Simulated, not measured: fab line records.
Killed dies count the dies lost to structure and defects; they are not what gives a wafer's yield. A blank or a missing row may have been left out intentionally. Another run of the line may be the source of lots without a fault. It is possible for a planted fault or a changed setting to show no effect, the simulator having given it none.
Which tool was responsible?    flow sky130    at 1 step of a route of 708, 12 lots with 36 wafers sampled

WHAT EACH GAUGE READ, for each wafer
SKY_VT_ADJUST_NCORE_OVL_MEAS_08.
lot   measured      on          VT_ADJUST_NCORE_OVL (nm)
L075  day 8 19:18   overlay-01  -0.2 1.9 -1.0
L077  day 9 20:26   overlay-02  -0.3 -1.4 0.1
L079  day 9 21:43   overlay-01  2.3 3.1 2.1
L082  day 10 19:28  overlay-02  0.0 -2.4 -2.5
L083  day 11 14:22  overlay-02  -2.2 -0.1 -0.5
L085  day 11 16:40  overlay-01  -1.7 -0.2 -0.6
L087  day 12 14:33  overlay-01  -2.4 -1.9 -0.4
L089  day 12 21:24  overlay-02  -1.8 -0.7 -0.1
L091  day 13 17:04  overlay-01  1.7 0.4 0.2
L093  day 14 17:19  overlay-01  -1.1 -0.5 -0.7
L095  day 14 20:22  overlay-01  0.7 2.0 3.0
L097  day 15 19:39  overlay-01  -0.9 -0.1 1.8

WHICH TOOL RAN EACH LOT (tool, then ch and the chambers of the sampled wafers, then the start)
No process step before these readings appears in the record.

THE ANSWER, worked out from the rows above alone
Rule: the lots themselves supply what counts as usual. The widest of any qualifying gaps counts: lots, ordered by their means at a reading, are off when they make up no more than a third of the lots, leave a main group of 4 or more, and stand apart from it by 3 or more times the standard deviation of that group's means. If all means in a main group match to the digits the tables above print for the reading, that group is not used. A lot without any number at a reading at which 4 lots or more have one is off too. All remaining lots with rows at the step are treated as sound.
No lot is off at any reading shown: from this, nothing can be told.

WHAT THE SIMULATOR PUT IN
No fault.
